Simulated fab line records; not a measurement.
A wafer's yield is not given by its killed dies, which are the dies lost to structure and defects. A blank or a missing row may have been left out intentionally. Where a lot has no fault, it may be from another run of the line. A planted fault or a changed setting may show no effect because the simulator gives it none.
fab line records	flow gf180mcu
[record] lots = 13	wafers = 39	last-day = 34
route steps=602 shown DNWELL@39 HV_LDD@234 SAB@274 M1@321
lots that met no fault: taken from a fault-free run of the same line
start-h: hours from the record's first day to the start of the lot's first wafer shown	wait-h: hours from the lot's prior step to this one	" same as the row above	L1.1+2: a single row standing in for several wafers	- no value, or no start was given	* or withheld: withheld	< > ~ a bound
route shown NAME@n: a module of which the file shows steps, and the number in the route of the first	usual: mean and standard deviation over wafers with no fault	same: alike in all rows	chamber/n: place in a boat	sites: each site's reading	_std_site: how widely they spread, as a standard deviation	_edge_site: the outer-site mean with the inner-site mean subtracted	radius-mm: for every site, how far away it sits from the centre of the wafer	mask NAME#n: copy n	behind: the most recent tool/chamber to have shaped the wafer	hold: why the lot went on hold/how many hours it stayed there/how the hold came to an end	device: the transistor (n, p or np) that didn't switch	end of line: the same wafers' tests at the end of the route	step lacking rows: just its recipe	killed: not the wafer's yield, but the dies lost to structure and defects at the first sort	map: a wafer's dies, marking killed ones x, the rest . and places with no die _
set.NAME: the setting that was run; set.NAME@STEP: the one run at that earlier step	model.NAME: the simulator's own value behind a step, which no gauge read
the route's steps for a sample of lots (tables are steps, rows are wafers)
services: when a tool's chamber went out of use (start-h, in hours from the record's first day, below 0 if earlier), for how many hours, and the reason
[[steps]]
[step GF_DNWELL_IMPLANT_07]
[recipe] species = P	energy-kev = 1500	dose-cm2 = 1e+13	tilt-deg = 0
[usual] dose-ions-cm2 = 1e+13/1.3e+10	tilt-deg = -0.003/0.02
lot.wafer	tool	chamber	start-h	wait-h	dose-ions-cm2	tilt-deg
L656.1	implanter-02	0	48.88	-	9.992e+12	-0.024
L656.2	"	0	"	"	9.994e+12	0.017
L656.4	"	0	"	"	9.982e+12	0.010
L659.1	implanter-01	0	62.89	-	1.0016e+13	-0.032
L659.5	"	0	"	"	9.986e+12	0.009
L659.6	"	0	"	"	1.0013e+13	0.001
L660.3	implanter-01	0	72.37	-	9.989e+12	-0.023
L660.5	"	0	"	"	1.0001e+13	0.009
L660.6	"	0	"	"	9.991e+12	-0.029
L661.2	implanter-04	0	79.39	-	1.0013e+13	0.009
L661.3	"	0	"	"	9.994e+12	-0.014
L661.5	"	0	"	"	1.0008e+13	0.003
L662.1	implanter-04	0	83.34	-	9.992e+12	-0.006
L662.2	"	0	"	"	9.99e+12	-0.022
L662.5	"	0	"	"	9.992e+12	0.012
L664.3	implanter-04	0	92.63	-	9.993e+12	-0.012
L664.4	"	0	"	"	9.994e+12	-0.004
L664.6	"	0	"	"	1.0004e+13	-0.042
L665.1	implanter-01	0	99.67	-	9.988e+12	0.023
L665.4	"	0	"	"	9.999e+12	-0.008
L665.5	"	0	"	"	1.0004e+13	-0.032
L666.2	implanter-04	0	102.72	-	1.0009e+13	-0.025
L666.4	"	0	"	"	1.0004e+13	0.010
L666.6	"	0	"	"	1.0033e+13	0.006
L667.1	implanter-02	0	106.63	-	1.001e+13	0.009
L667.4	"	0	"	"	1.0007e+13	0.005
L667.6	"	0	"	"	1.0002e+13	0.016
L668.2	implanter-02	0	112.44	-	9.987e+12	-0.022
L668.3	"	0	"	"	9.987e+12	0.006
L668.5	"	0	"	"	9.985e+12	-0.018
L669.3	implanter-01	0	115.76	-	1.0013e+13	-0.001
L669.5	"	0	"	"	1.0023e+13	-0.013
L669.6	"	0	"	"	1.0037e+13	0.015
L676.1	implanter-01	0	155.07	-	1.0029e+13	8.148
L676.3	"	0	"	"	1.0021e+13	8.146
L676.4	"	0	"	"	1.0008e+13	8.148
L678.1	implanter-01	0	165.01	-	1.0022e+13	8.146
L678.2	"	0	"	"	9.99e+12	8.117
L678.6	"	0	"	"	1.0008e+13	8.127
[step GF_DNWELL_TW_MEAS_09]
[usual] DNWELL_TW = 1353/8.1
lot.wafer	tool	chamber	start-h	wait-h	DNWELL_TW
L656.1	film-metro-04	-	49.13	0.1	1345
L656.2	"	-	"	"	1346
L656.4	"	-	"	"	1352
L659.1	film-metro-02	-	63.14	0.1	1354
L659.5	"	-	"	"	1350
L659.6	"	-	"	"	1350
L660.3	film-metro-03	-	72.59	0.1	1342
L660.5	"	-	"	"	1351
L660.6	"	-	"	"	1345
L661.2	film-metro-03	-	79.63	0.1	1356
L661.3	"	-	"	"	1353
L661.5	"	-	"	"	1356
L662.1	film-metro-02	-	83.59	0.1	1356
L662.2	"	-	"	"	1356
L662.5	"	-	"	"	1357
L664.3	film-metro-04	-	92.85	0.1	1347
L664.4	"	-	"	"	1347
L664.6	"	-	"	"	1354
L665.1	film-metro-02	-	99.92	0.1	1340
L665.4	"	-	"	"	1343
L665.5	"	-	"	"	1344
L666.2	film-metro-02	-	102.95	0.1	1356
L666.4	"	-	"	"	1349
L666.6	"	-	"	"	1343
L667.1	film-metro-02	-	106.88	0.1	1352
L667.4	"	-	"	"	1349
L667.6	"	-	"	"	1345
L668.2	film-metro-03	-	112.68	0.1	1365
L668.3	"	-	"	"	1348
L668.5	"	-	"	"	1352
L669.3	film-metro-03	-	115.98	0.1	1350
L669.5	"	-	"	"	1352
L669.6	"	-	"	"	1355
L676.1	film-metro-02	-	155.32	0.1	1505
L676.3	"	-	"	"	1517
L676.4	"	-	"	"	1511
L678.1	film-metro-02	-	165.26	0.1	1528
L678.2	"	-	"	"	1531
L678.6	"	-	"	"	1528
[step GF_HV_LDD_ETCHBACK_58]
[recipe] chemistry = CH3F/O2	target = Si3N4	stop-on = SiO2	source-w = 400	bias-w = 80	pressure-mtorr = 25	ch3f-flow-sccm = 40	O2_flow_sccm = 30	time-s = 100	target-depth-a = 900
[usual] drypump-motor-current-A = 5.9/0.45	oes-product-au = 0.841/0.0071	throttle-valve-pct = 10.560/0.0097
[same] time-s = 100
lot.wafer	tool	chamber	start-h	wait-h	drypump-motor-current-A	oes-product-au	rf-hours-counter-h	throttle-valve-pct
L656.1	rie-diel-04	1	287.98	0.1	5.2	0.853	17	10.539
L656.2	"	2	"	"	5.5	0.842	2	10.564
L656.4	"	2	"	"	5.5	0.850	-	10.558
L659.1	rie-diel-01	0	306.23	0.1	5.6	0.841	10	10.568
L659.5	"	3	"	"	6.3	0.844	-	10.575
L659.6	"	0	"	"	5.6	0.841	-	10.551
L660.3	rie-diel-02	0	324.89	0.0	5.3	0.838	2	10.561
L660.5	"	3	"	"	6.4	0.835	-	10.563
L660.6	"	2	"	"	5.4	0.851	-	10.557
L661.2	rie-diel-02	2	333.16	0.0	5.4	0.848	111	10.550
L661.3	"	0	"	"	5.3	0.842	2	10.571
L661.5	"	2	"	"	5.4	0.845	-	10.549
L662.1	rie-diel-02	1	336.36	0.1	6.1	0.838	3	10.577
L662.2	"	3	"	"	6.4	0.854	90	10.548
L662.5	"	1	"	"	6.1	0.837	-	10.565
L664.3	rie-diel-01	1	349.48	0.0	5.8	0.847	15	10.552
L664.4	"	3	"	"	6.3	0.829	79	10.562
L664.6	"	3	"	"	6.3	0.837	-	10.572
L665.1	rie-diel-02	0	368.03	0.1	5.3	0.840	3	10.554
L665.4	"	2	"	"	5.4	0.837	112	10.578
L665.5	"	1	"	"	6.1	0.834	-	10.564
L666.2	rie-diel-01	3	376.34	0.0	6.3	0.839	79	10.549
L666.4	"	2	"	"	6.5	0.847	92	10.547
L666.6	"	3	"	"	6.3	0.835	-	10.564
L667.1	rie-diel-02	1	376.90	0.1	6.1	0.844	4	10.561
L667.4	"	2	"	"	5.4	0.843	113	10.579
L667.6	"	2	"	"	5.4	0.846	-	10.554
L668.2	rie-diel-04	1	383.55	0.0	5.2	0.834	20	10.554
L668.3	"	0	"	"	5.5	0.834	2	10.570
L668.5	"	1	"	"	5.2	0.822	-	10.562
L669.3	rie-diel-01	2	391.21	0.0	6.5	0.838	92	10.550
L669.5	"	1	"	"	5.7	0.826	-	10.580
L669.6	"	2	"	"	6.5	0.821	-	10.562
L676.1	rie-diel-02	2	450.94	0.1	5.4	0.848	1	10.569
L676.3	"	3	"	"	6.4	0.852	93	10.570
L676.4	"	0	"	"	5.3	0.834	5	10.541
L678.1	rie-diel-02	0	465.45	0.1	5.3	0.846	6	10.555
L678.2	"	3	"	"	6.4	0.837	93	10.542
L678.6	"	3	"	"	6.4	0.844	-	10.565
[step GF_SAB_OVL_MEAS_10]
[usual] SAB_OVL = -0.1/1.5
lot.wafer	tool	chamber	start-h	wait-h	SAB_OVL[nm]
L656.1	overlay-01	-	351.76	0.1	1.1
L656.2	"	-	"	"	0.9
L656.4	"	-	"	"	2.0
L659.1	overlay-01	-	371.47	0.1	0.8
L659.5	"	-	"	"	0.6
L659.6	"	-	"	"	0.8
L660.3	overlay-02	-	392.17	0.1	-2.1
L660.5	"	-	"	"	-2.0
L660.6	"	-	"	"	-2.0
L661.2	overlay-01	-	401.41	0.1	-0.6
L661.3	"	-	"	"	0.6
L661.5	"	-	"	"	-0.1
L662.1	overlay-01	-	403.86	0.1	3.7
L662.2	"	-	"	"	2.1
L662.5	"	-	"	"	2.6
L664.3	overlay-01	-	419.47	0.1	-1.1
L664.4	"	-	"	"	1.1
L664.6	"	-	"	"	1.1
L665.1	overlay-02	-	439.20	0.1	-1.0
L665.4	"	-	"	"	-1.2
L665.5	"	-	"	"	-0.3
L666.2	overlay-02	-	447.50	0.1	-0.8
L666.4	"	-	"	"	-1.3
L666.6	"	-	"	"	-1.1
L667.1	overlay-02	-	448.97	0.1	-1.3
L667.4	"	-	"	"	-0.6
L667.6	"	-	"	"	-0.6
L668.2	overlay-02	-	456.36	0.1	2.7
L668.3	"	-	"	"	1.2
L668.5	"	-	"	"	2.8
L669.3	overlay-01	-	463.48	0.1	-3.9
L669.5	"	-	"	"	-2.7
L669.6	"	-	"	"	-1.4
L676.1	overlay-02	-	523.70	0.1	-3.4
L676.3	"	-	"	"	-1.1
L676.4	"	-	"	"	-1.4
L678.1	overlay-01	-	537.20	0.1	2.4
L678.2	"	-	"	"	-0.5
L678.6	"	-	"	"	1.1
[step GF_M1_THK_MEAS_06]
[recipe] thk-meas-gauge = xrf	reads = AlCu_of_M1_SPUTTER_02
[usual] M1_ALCU_THK = 457/5.1
lot.wafer	tool	chamber	start-h	wait-h	M1_ALCU_THK[nm]
L656.1	film-metro-01	-	377.97	0.1	462
L656.2	"	-	"	"	459
L656.4	"	-	"	"	458
L659.1	film-metro-01	-	397.81	0.1	456
L659.5	"	-	"	"	454
L659.6	"	-	"	"	458
L660.3	film-metro-02	-	418.48	0.1	461
L660.5	"	-	"	"	457
L660.6	"	-	"	"	457
L661.2	film-metro-03	-	428.28	0.1	460
L661.3	"	-	"	"	454
L661.5	"	-	"	"	466
L662.1	film-metro-02	-	430.98	0.1	455
L662.2	"	-	"	"	452
L662.5	"	-	"	"	456
L664.3	film-metro-03	-	446.79	0.1	443
L664.4	"	-	"	"	445
L664.6	"	-	"	"	446
L665.1	film-metro-01	-	466.37	0.1	461
L665.4	"	-	"	"	464
L665.5	"	-	"	"	458
L666.2	film-metro-03	-	474.52	0.1	470
L666.4	"	-	"	"	461
L666.6	"	-	"	"	461
L667.1	film-metro-02	-	476.41	0.1	454
L667.4	"	-	"	"	451
L667.6	"	-	"	"	456
L668.2	film-metro-02	-	484.32	0.1	461
L668.3	"	-	"	"	461
L668.5	"	-	"	"	464
L669.3	film-metro-02	-	490.78	0.1	459
L669.5	"	-	"	"	456
L669.6	"	-	"	"	457
L676.1	film-metro-03	-	549.51	0.1	449
L676.3	"	-	"	"	449
L676.4	"	-	"	"	445
L678.1	film-metro-03	-	562.39	0.1	459
L678.2	"	-	"	"	450
L678.6	"	-	"	"	458
[[services]]
tool	chamber	start-h	hours	kind
rie-diel-02	2	28.75	4.9	repair
rie-diel-02	0	38.90	26.9	repair
rie-diel-02	2	67.56	6.6	repair
implanter-04	-	70.13	3.7	repair
implanter-01	-	84.19	3.8	repair
rie-diel-02	-	101.76	1.0	repair
implanter-01	-	120.24	1.1	repair
rie-diel-01	2	128.70	3.8	repair
rie-diel-01	3	141.84	8.5	repair
rie-diel-02	-	172.90	1.6	repair
implanter-04	-	176.15	6.6	pm
implanter-04	-	246.87	8.5	repair
rie-diel-02	0	250.36	20.8	repair
rie-diel-02	2	257.07	4.0	repair
implanter-04	-	276.51	6.8	repair
implanter-01	-	281.00	4.9	repair
implanter-04	-	282.00	5.5	repair
implanter-04	-	297.93	1.2	repair
implanter-04	-	298.33	2.4	repair
rie-diel-02	3	313.11	10.5	repair
implanter-01	-	314.29	4.8	pm
rie-diel-02	2	392.13	13.5	repair
implanter-01	-	414.24	53.1	pm
rie-diel-02	2	460.15	5.1	repair
[[key]]
[first-sign] step = GF_DNWELL_IMPLANT_07	reading = tilt-deg	direction = up	sigmas = 99+	usual = -0.003	struck = 8.139
[effect] step = GF_DNWELL_TW_MEAS_09	reading = DNWELL_TW	direction = up	sigmas = 21	usual = 1353	struck = 1520
met-at GF_DNWELL_IMPLANT_07
struck-lots L676,L678
tester-left-out L676,L678
not-acting-at GF_HV_LDD_ETCHBACK_58,GF_SAB_OVL_MEAS_10,GF_M1_THK_MEAS_06
onset-between 115.76 155.07
[fault] kind = process-parameter-drift	tool = implanter-01	chamber = -	onset-h = 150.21	steps = GF_DNWELL_IMPLANT_07	channel = tilt-deg	offset = 8.1368	shape = step	end-h = 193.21	acts-in = these-recipes-only	stated = 0
// tester-left-out: of these lots the tester's yield and bins aren't shown, on N5 and GAA mostly nor the transistor test; their killed dies are dies lost to structure and defects alone, not to doping, threshold or leakage, so they don't give the yield
